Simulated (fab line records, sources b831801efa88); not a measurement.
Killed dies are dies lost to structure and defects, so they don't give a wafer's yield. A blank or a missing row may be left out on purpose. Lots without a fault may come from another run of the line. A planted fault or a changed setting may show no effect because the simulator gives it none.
fab line records | flow gf180mcu
record lots=24 wafers=72 last_day=34
route steps=602 shown M1@321 V1@339 V2@383 M3@411 V5@556
lots that met no fault: from a run of the same line without faults
start_h: hours from the record's first day to the start of the lot's first wafer shown | wait_h: hours since the lot's step before | " the same as in the row above | L1.1+2: a row that stands for several wafers | - no value, or no start given | * or withheld: withheld | < > ~ a bound
route shown NAME@n: a module of which the file shows steps, and the number in the route of the first | usual: mean/standard deviation of fault-free wafers | same: alike in all rows | chamber/n: place in a boat | sites: the reading at each site | _std_site: their standard deviation | _edge_site: outer sites' mean less inner sites' | radius_mm: how far each site lies from the wafer's centre | mask NAME#n: copy n | behind: the tool/chamber that last shaped the wafer | hold: why the lot was held/for how many hours/how that ended | device: the transistor (n, p or np) that didn't switch | end of line: the same wafers' tests at the end of the route | a step without rows: its recipe alone | killed: dies lost to structure and defects at the first sort, not the wafer's yield | map: a wafer's dies, x killed, . not, _ none there
set.NAME: the setting as run; set.NAME@STEP: as run at that earlier step | model.NAME: the simulator's own value behind a step, which no gauge read
steps of the route over a sample of lots; a table a step, a row a wafer
services: from which hour (start_h, from the record's first day; less than 0 if before it) a tool's chamber was out of use, for how many hours, and why
## steps
# step GF_M1_THK_MEAS_06
# recipe thk_meas_gauge=xrf reads=AlCu_of_M1_SPUTTER_02
# usual M1_ALCU_THK=453/5.1
# columns lot.wafer tool chamber start_h wait_h M1_ALCU_THK[nm]
L074.1 film_metro-04 - 358.68 0.1 444
L074.5 " - " " 451
L074.6 " - " " 443
L075.2 film_metro-04 - 374.16 0.1 446
L075.5 " - " " 448
L075.6 " - " " 449
L076.1 film_metro-04 - 382.75 0.1 440
L076.2 " - " " 449
L076.5 " - " " 449
L077.1 film_metro-03 - 386.43 0.1 461
L077.2 " - " " 452
L077.3 " - " " 453
L078.1 film_metro-03 - 396.83 0.1 460
L078.4 " - " " 463
L078.5 " - " " 464
L079.1 film_metro-03 - 402.29 0.1 453
L079.4 " - " " 454
L079.6 " - " " 451
L080.3 film_metro-02 - 417.76 0.1 458
L080.4 " - " " 460
L080.6 " - " " 451
L081.2 film_metro-04 - 425.45 0.1 451
L081.3 " - " " 454
L081.5 " - " " 452
L082.1 film_metro-03 - 434.45 0.1 449
L082.4 " - " " 448
L082.6 " - " " 450
L083.1 film_metro-02 - 441.69 0.1 451
L083.2 " - " " 453
L083.3 " - " " 451
L084.1 film_metro-03 - 454.72 0.1 447
L084.3 " - " " 449
L084.5 " - " " 451
L085.1 film_metro-03 - 459.05 0.1 458
L085.3 " - " " 465
L085.5 " - " " 462
L086.1 film_metro-02 - 477.77 0.1 459
L086.5 " - " " 468
L086.6 " - " " 457
L087.1 film_metro-03 - 489.37 0.1 456
L087.4 " - " " 459
L087.5 " - " " 448
L088.2 film_metro-03 - 492.70 0.1 453
L088.4 " - " " 455
L088.5 " - " " 452
L089.1 film_metro-03 - 498.29 0.1 451
L089.3 " - " " 450
L089.5 " - " " 454
L090.3 film_metro-04 - 505.22 0.1 457
L090.5 " - " " 452
L090.6 " - " " 456
L091.3 film_metro-03 - 517.07 0.1 451
L091.5 " - " " 445
L091.6 " - " " 455
L092.1 film_metro-04 - 525.48 0.1 453
L092.2 " - " " 452
L092.4 " - " " 448
L093.1 film_metro-02 - 532.11 0.1 449
L093.4 " - " " 456
L093.5 " - " " 449
L094.1 film_metro-02 - 536.18 0.1 459
L094.2 " - " " 454
L094.6 " - " " 454
L095.1 film_metro-02 - 547.58 0.1 452
L095.3 " - " " 456
L095.6 " - " " 452
L096.1 film_metro-03 - 555.75 0.1 450
L096.4 " - " " 452
L096.5 " - " " 449
L097.1 film_metro-03 - 562.33 0.1 454
L097.3 " - " " 459
L097.5 " - " " 459
# step GF_V1_CMP_04
# recipe material=SiO2 down_force_psi=4 platen_rpm=60 pad_velocity_m_s=0.94248
# usual motor_current_A=12.9/0.98 time_to_endpoint_s=97/4.9
# columns lot.wafer tool chamber start_h wait_h motor_current_A time_to_endpoint_s
L074.1 cmp-01 1 381.74 0.2 11.9 92
L074.6 " 2 " " 12.0 102
L074.5 " 3 " " 15.0 98
L075.2 cmp-01 3 397.96 0.1 14.0 96
L075.5 " 2 " " 11.2 98
L075.6 " 3 " " 14.6 97
L076.2 cmp-02 1 407.16 0.1 12.5 86
L076.1 " 2 " " 13.6 89
L076.5 " 3 " " 13.7 96
L077.1 cmp-01 0 410.30 0.1 11.5 94
L077.2 " 2 " " 11.8 97
L077.3 " 3 " " 14.5 96
L078.1 cmp-01 0 421.01 0.1 11.8 94
L078.4 " 2 " " 11.5 106
L078.5 " 1 " " 12.2 99
L079.1 cmp-02 1 426.98 0.1 13.5 94
L079.4 " 3 " " 13.2 100
L079.6 " 2 " " 13.8 100
L080.3 cmp-01 2 443.20 0.1 11.8 94
L080.4 " 3 " " 14.4 104
L080.6 " 0 " " 12.4 104
L081.3 cmp-02 2 450.40 0.0 13.2 92
L081.2 " 1 " " 12.9 90
L081.5 " 3 " " 13.7 100
L082.1 cmp-01 1 459.93 0.1 11.6 97
L082.4 " 3 " " 14.5 98
L082.6 " 1 " " 12.3 99
L083.3 cmp-01 3 466.30 0.0 14.4 94
L083.2 " 1 " " 12.2 92
L083.1 " 2 " " 12.0 92
L084.3 cmp-02 3 479.60 0.0 14.2 92
L084.1 " 0 " " 12.7 99
L084.5 " 0 " " 12.6 103
L085.3 cmp-02 3 484.21 0.1 13.7 99
L085.1 " 0 " " 12.4 95
L085.5 " 1 " " 13.5 100
L086.1 cmp-01 3 503.04 0.1 14.3 90
L086.6 " 2 " " 11.9 103
L086.5 " 3 " " 13.6 95
L087.4 cmp-02 3 513.80 0.1 13.6 99
L087.1 " 1 " " 14.3 95
L087.5 " 2 " " 13.5 100
L088.2 cmp-02 0 516.11 0.0 13.3 98
L088.4 " 3 " " 13.5 101
L088.5 " 1 " " 13.0 97
L089.1 cmp-02 0 522.88 0.4 13.0 95
L089.3 " 2 " " 13.1 98
L089.5 " 3 " " 13.6 100
L090.3 cmp-02 0 530.35 0.2 12.8 90
L090.5 " 3 " " 13.7 96
L090.6 " 0 " " 13.2 98
L091.3 cmp-01 3 541.28 0.0 14.7 101
L091.6 " 3 " " 14.3 100
L091.5 " 0 " " 11.9 104
L092.1 cmp-02 3 549.24 0.1 14.3 96
L092.4 " 1 " " 13.1 105
L092.2 " 2 " " 13.0 93
L093.4 cmp-01 3 555.91 0.0 13.9 102
L093.1 " 2 " " 11.6 91
L093.5 " 3 " " 14.3 100
L094.2 cmp-02 3 559.26 0.1 13.0 95
L094.1 " 0 " " 13.0 97
L094.6 " 2 " " 12.6 100
L095.3 cmp-01 3 570.51 0.1 15.1 97
L095.1 " 1 " " 11.7 92
L095.6 " 2 " " 11.5 104
L096.1 cmp-01 1 578.81 0.1 11.8 92
L096.4 " 2 " " 11.0 103
L096.5 " 1 " " 12.6 98
L097.1 cmp-01 1 585.15 0.1 12.3 88
L097.3 " 3 " " 14.5 90
L097.5 " 1 " " 12.2 85
# step GF_V2_THK_MEAS_01
# recipe reads=SiO2_of_V2_CVD_00
# usual V2_CVD_00_THK=600/5.8
# columns lot.wafer tool chamber start_h wait_h V2_CVD_00_THK[nm]
L074.1 film_metro-02 - 431.75 0.0 606
L074.5 " - " " 605
L074.6 " - " " 612
L075.2 film_metro-04 - 448.21 0.1 598
L075.5 " - " " 603
L075.6 " - " " 595
L076.1 film_metro-02 - 457.92 0.0 608
L076.2 " - " " 602
L076.5 " - " " 603
L077.1 film_metro-04 - 461.06 0.0 612
L077.2 " - " " 596
L077.3 " - " " 601
L078.1 film_metro-01 - 471.81 0.0 593
L078.4 " - " " 603
L078.5 " - " " 589
L079.1 film_metro-01 - 479.06 0.0 605
L079.4 " - " " 599
L079.6 " - " " 607
L080.3 film_metro-02 - 494.48 0.1 603
L080.4 " - " " 597
L080.6 " - " " 601
L081.2 film_metro-04 - 501.36 0.0 596
L081.3 " - " " 598
L081.5 " - " " 600
L082.1 film_metro-04 - 509.81 0.0 602
L082.4 " - " " 600
L082.6 " - " " 615
L083.1 film_metro-04 - 514.82 0.0 611
L083.2 " - " " 595
L083.3 " - " " 596
L084.1 film_metro-01 - 530.35 0.0 604
L084.3 " - " " 594
L084.5 " - " " 596
L085.1 film_metro-04 - 532.34 0.0 608
L085.3 " - " " 603
L085.5 " - " " 602
L086.1 film_metro-04 - 551.35 0.0 602
L086.5 " - " " 603
L086.6 " - " " 599
L087.1 film_metro-04 - 562.41 0.0 601
L087.4 " - " " 601
L087.5 " - " " 604
L088.2 film_metro-02 - 564.86 0.0 599
L088.4 " - " " 597
L088.5 " - " " 603
L089.1 film_metro-04 - 570.75 0.0 594
L089.3 " - " " 597
L089.5 " - " " 606
L090.3 film_metro-01 - 578.04 0.1 595
L090.5 " - " " 599
L090.6 " - " " 604
L091.3 film_metro-04 - 588.02 0.1 588
L091.5 " - " " 592
L091.6 " - " " 601
L092.1 film_metro-01 - 595.63 0.0 597
L092.2 " - " " 589
L092.4 " - " " 603
L093.1 film_metro-01 - 601.81 0.0 597
L093.4 " - " " 589
L093.5 " - " " 598
L094.1 film_metro-04 - 605.96 0.0 606
L094.2 " - " " 594
L094.6 " - " " 605
L095.1 film_metro-02 - 615.96 0.0 594
L095.3 " - " " 602
L095.6 " - " " 601
L096.1 film_metro-02 - 623.25 0.0 604
L096.4 " - " " 595
L096.5 " - " " 602
L097.1 film_metro-01 - 629.83 0.0 605
L097.3 " - " " 607
L097.5 " - " " 609
# step GF_V2_THK_MEAS_03
# recipe reads=SiO2_of_V2_CVD_02
# usual V2_CVD_02_THK=849/11
# columns lot.wafer tool chamber start_h wait_h V2_CVD_02_THK[nm]
L074.1 film_metro-01 - 431.88 0.0 837
L074.5 " - " " 852
L074.6 " - " " 845
L075.2 film_metro-01 - 448.34 0.0 856
L075.5 " - " " 867
L075.6 " - " " 866
L076.1 film_metro-04 - 458.05 0.0 838
L076.2 " - " " 850
L076.5 " - " " 859
L077.1 film_metro-04 - 461.19 0.0 858
L077.2 " - " " 839
L077.3 " - " " 841
L078.1 film_metro-04 - 471.94 0.0 841
L078.4 " - " " 848
L078.5 " - " " 848
L079.1 film_metro-02 - 479.19 0.0 841
L079.4 " - " " 840
L079.6 " - " " 845
L080.3 film_metro-01 - 494.61 0.1 843
L080.4 " - " " 852
L080.6 " - " " 853
L081.2 film_metro-04 - 501.53 0.1 842
L081.3 " - " " 865
L081.5 " - " " 856
L082.1 film_metro-02 - 509.94 0.0 841
L082.4 " - " " 858
L082.6 " - " " 862
L083.1 film_metro-01 - 514.95 0.0 836
L083.2 " - " " 847
L083.3 " - " " 825
L084.1 film_metro-01 - 530.48 0.0 849
L084.3 " - " " 852
L084.5 " - " " 868
L085.1 film_metro-01 - 532.47 0.0 852
L085.3 " - " " 845
L085.5 " - " " 852
L086.1 film_metro-01 - 551.48 0.0 843
L086.5 " - " " 849
L086.6 " - " " 856
L087.1 film_metro-01 - 562.54 0.0 847
L087.4 " - " " 856
L087.5 " - " " 861
L088.2 film_metro-02 - 564.99 0.0 839
L088.4 " - " " 839
L088.5 " - " " 855
L089.1 film_metro-01 - 570.88 0.0 830
L089.3 " - " " 831
L089.5 " - " " 853
L090.3 film_metro-04 - 578.17 0.1 838
L090.5 " - " " 857
L090.6 " - " " 852
L091.3 film_metro-01 - 588.15 0.1 831
L091.5 " - " " 852
L091.6 " - " " 845
L092.1 film_metro-04 - 595.76 0.0 848
L092.2 " - " " 836
L092.4 " - " " 861
L093.1 film_metro-01 - 601.98 0.1 854
L093.4 " - " " 872
L093.5 " - " " 877
L094.1 film_metro-04 - 606.09 0.0 848
L094.2 " - " " 847
L094.6 " - " " 859
L095.1 film_metro-01 - 616.13 0.1 856
L095.3 " - " " 856
L095.6 " - " " 870
L096.1 film_metro-02 - 623.38 0.0 829
L096.4 " - " " 837
L096.5 " - " " 848
L097.1 film_metro-02 - 629.96 0.0 859
L097.3 " - " " 847
L097.5 " - " " 862
# step GF_M3_SPUTTER_02
# recipe material=AlCu target_thk_nm=450 power_w=10600 time_s=23.9 chamber_pressure_pa=0.4
# usual throttle_valve_pct=30.0/1
# columns lot.wafer tool chamber start_h wait_h throttle_valve_pct
L074.1 pvd_sputter-01 - 459.14 0.0 30.0
L074.5 " - " " 31.4
L074.6 " - " " 30.2
L075.2 pvd_sputter-02 - 473.83 0.0 29.3
L075.5 " - " " 30.8
L075.6 " - " " 29.8
L076.1 pvd_sputter-01 - 484.34 0.0 30.3
L076.2 " - " " 31.3
L076.5 " - " " 29.8
L077.1 pvd_sputter-04 - 488.08 0.0 28.4
L077.2 " - " " 28.6
L077.3 " - " " 28.7
L078.1 pvd_sputter-01 - 497.42 0.0 29.4
L078.4 " - " " 31.6
L078.5 " - " " 29.4
L079.1 pvd_sputter-04 - 504.69 0.0 28.9
L079.4 " - " " 30.3
L079.6 " - " " 28.6
L080.3 pvd_sputter-02 - 521.89 0.0 30.1
L080.4 " - " " 29.3
L080.6 " - " " 29.0
L081.2 pvd_sputter-04 - 526.82 0.0 28.7
L081.3 " - " " 28.6
L081.5 " - " " 28.9
L082.1 pvd_sputter-02 - 535.57 0.0 30.7
L082.4 " - " " 30.1
L082.6 " - " " 29.2
L083.1 pvd_sputter-01 - 540.04 0.0 30.2
L083.2 " - " " 30.1
L083.3 " - " " 31.6
L084.1 pvd_sputter-01 - 554.98 0.0 30.1
L084.3 " - " " 30.0
L084.5 " - " " 30.2
L085.1 pvd_sputter-01 - 557.50 0.0 31.9
L085.3 " - " " 30.4
L085.5 " - " " 30.3
L086.1 pvd_sputter-01 - 576.14 0.0 30.2
L086.5 " - " " 30.2
L086.6 " - " " 30.1
L087.1 pvd_sputter-01 - 586.14 0.0 29.5
L087.4 " - " " 31.5
L087.5 " - " " 31.5
L088.2 pvd_sputter-02 - 589.47 0.0 30.1
L088.4 " - " " 29.1
L088.5 " - " " 29.2
L089.1 pvd_sputter-02 - 594.39 0.0 30.0
L089.3 " - " " 31.8
L089.5 " - " " 30.8
L090.3 pvd_sputter-02 - 600.99 0.0 31.9
L090.5 " - " " 31.8
L090.6 " - " " 29.7
L091.3 pvd_sputter-01 - 611.07 0.0 31.7
L091.5 " - " " 29.5
L091.6 " - " " 30.2
L092.1 pvd_sputter-04 - 618.39 0.0 28.6
L092.2 " - " " 28.7
L092.4 " - " " 30.4
L093.1 pvd_sputter-04 - 625.04 0.0 28.7
L093.4 " - " " 28.9
L093.5 " - " " 28.9
L094.1 pvd_sputter-04 - 629.05 0.0 29.1
L094.2 " - " " 28.3
L094.6 " - " " 28.6
L095.1 pvd_sputter-04 - 638.67 0.0 30.3
L095.3 " - " " 28.4
L095.6 " - " " 30.5
L096.1 pvd_sputter-01 - 645.74 0.0 29.6
L096.4 " - " " 30.0
L096.5 " - " " 30.1
L097.1 pvd_sputter-01 - 651.83 0.0 29.5
L097.3 " - " " 30.2
L097.5 " - " " 29.6
# step GF_V5_ETCH_16
# recipe chemistry=N2/H2 target_depth_a=withheld overetch_a=withheld time_s=withheld target=BARC ion_energy_ev=200 source_w=500 bias_w=100 pressure_mtorr=30 n2_flow_sccm=100 h2_flow_sccm=200
# usual drypump_motor_current_A=5.7/0.49 oes_product_au=0.855/0.0046 throttle_valve_pct=13.225/0.0094
# columns lot.wafer tool chamber start_h wait_h drypump_motor_current_A oes_product_au throttle_valve_pct
L074.1 rie_diel-04 3 624.80 0.0 5.2 0.847 13.220
L074.5 " 2 " " 6.2 0.860 13.213
L074.6 " 3 " " 5.2 0.847 13.225
L075.2 rie_diel-01 2 636.44 0.0 5.6 0.847 13.213
L075.5 " 1 " " 5.6 0.854 13.231
L075.6 " 0 " " 5.0 0.845 13.238
L076.1 rie_diel-03 0 645.60 0.0 5.7 0.865 13.210
L076.2 " 3 " " 6.4 0.853 13.236
L076.5 " 2 " " 4.8 0.857 13.232
L077.1 rie_diel-03 1 648.44 0.0 6.0 0.858 13.237
L077.2 " 2 " " 4.8 0.856 13.221
L077.3 " 3 " " 6.4 0.849 13.221
L078.1 rie_diel-04 1 656.25 0.0 6.1 0.848 13.235
L078.4 " 3 " " 5.2 0.859 13.232
L078.5 " 3 " " 5.2 0.859 13.246
L079.1 rie_diel-04 1 663.15 0.0 6.2 0.858 13.240
L079.4 " 3 " " 5.2 0.853 13.233
L079.6 " 2 " " 6.2 0.852 13.224
L080.3 rie_diel-04 1 676.80 0.0 6.2 0.855 13.227
L080.4 " 1 " " 6.1 0.855 13.224
L080.6 " 3 " " 5.2 0.853 13.221
L081.2 rie_diel-01 0 681.30 0.0 5.0 0.852 13.227
L081.3 " 3 " " 6.0 0.857 13.212
L081.5 " 1 " " 5.6 0.854 13.228
L082.1 rie_diel-04 3 687.50 0.0 5.2 0.854 13.235
L082.4 " 1 " " 6.2 0.859 13.225
L082.6 " 3 " " 5.2 0.860 13.218
L083.1 rie_diel-04 1 691.83 0.0 6.2 0.853 13.216
L083.2 " 0 " " 5.1 0.863 13.230
L083.3 " 3 " " 5.2 0.856 13.211
L084.1 rie_diel-04 3 704.60 0.0 5.3 0.867 13.219
L084.3 " 0 " " 5.1 0.853 13.232
L084.5 " 3 " " 5.2 0.854 13.211
L085.1 rie_diel-03 3 708.15 0.0 6.4 0.855 13.228
L085.3 " 1 " " 6.0 0.850 13.213
L085.5 " 0 " " 5.7 0.856 13.230
L086.1 rie_diel-01 2 722.38 0.0 5.6 0.845 13.217
L086.5 " 2 " " 5.6 0.856 13.222
L086.6 " 1 " " 5.6 0.855 13.221
L087.1 rie_diel-04 3 730.64 0.0 5.2 0.854 13.236
L087.4 " 2 " " 6.2 0.857 13.223
L087.5 " 1 " " 6.2 0.852 13.209
L088.2 rie_diel-04 3 733.74 0.0 5.2 0.854 13.227
L088.4 " 2 " " 6.2 0.848 13.225
L088.5 " 3 " " 5.2 0.850 13.214
L089.1 rie_diel-03 3 736.54 0.0 6.4 0.848 13.239
L089.3 " 2 " " 4.9 0.849 13.211
L089.5 " 3 " " 6.4 0.851 13.220
L090.3 rie_diel-03 3 742.90 0.0 6.4 0.854 13.236
L090.5 " 0 " " 5.7 0.849 13.219
L090.6 " 1 " " 6.1 0.862 13.232
L091.3 rie_diel-01 2 749.43 0.0 5.6 0.858 13.229
L091.5 " 3 " " 6.0 0.859 13.234
L091.6 " 2 " " 5.6 0.856 13.226
L092.1 rie_diel-04 1 756.03 0.0 6.1 0.853 13.244
L092.2 " 3 " " 5.2 0.858 13.223
L092.4 " 2 " " 6.2 0.843 13.232
L093.1 rie_diel-04 1 762.89 0.0 6.2 0.857 13.219
L093.4 " 2 " " 6.2 0.848 13.231
L093.5 " 0 " " 5.1 0.861 13.230
L094.1 rie_diel-03 1 765.80 0.0 6.1 0.855 13.233
L094.2 " 0 " " 5.7 0.860 13.236
L094.6 " 2 " " 4.8 0.851 13.234
L095.1 rie_diel-01 0 773.50 0.0 5.0 0.858 13.228
L095.3 " 2 " " 5.6 0.852 13.223
L095.6 " 1 " " 5.6 0.854 13.208
L096.1 rie_diel-01 2 779.00 0.0 5.6 0.853 13.226
L096.4 " 1 " " 5.6 0.857 13.215
L096.5 " 2 " " 5.6 0.859 13.247
L097.1 rie_diel-01 2 783.78 0.0 5.6 0.847 13.221
L097.3 " 3 " " 5.9 0.860 13.226
L097.5 " 2 " " 5.6 0.854 13.221
## services
# columns tool chamber start_h hours kind
rie_diel-04 - 361.30 0.7 repair
cmp-01 - 380.32 1.1 repair
cmp-02 - 382.73 1.3 repair
cmp-02 - 389.38 3.0 repair
cmp-01 - 404.39 4.0 pm
cmp-02 - 405.90 0.4 repair
rie_diel-04 - 425.42 14.6 pm
cmp-02 - 425.46 1.5 repair
pvd_sputter-01 - 442.92 7.8 repair
cmp-02 - 453.17 9.1 pm
rie_diel-04 - 473.70 2.1 repair
rie_diel-04 - 488.37 1.2 repair
cmp-02 - 492.92 0.6 repair
cmp-02 - 497.95 4.2 pm
cmp-02 - 504.20 3.6 repair
pvd_sputter-01 - 505.20 2.9 repair
rie_diel-04 2 506.78 10.9 repair
cmp-01 - 514.46 17.8 repair
cmp-01 - 533.15 3.4 repair
cmp-01 - 605.38 3.5 repair
cmp-01 - 722.46 5.4 pm
cmp-01 - 744.60 4.0 pm
cmp-01 - 755.23 3.5 repair
cmp-01 - 780.29 0.8 repair
## key
fault none
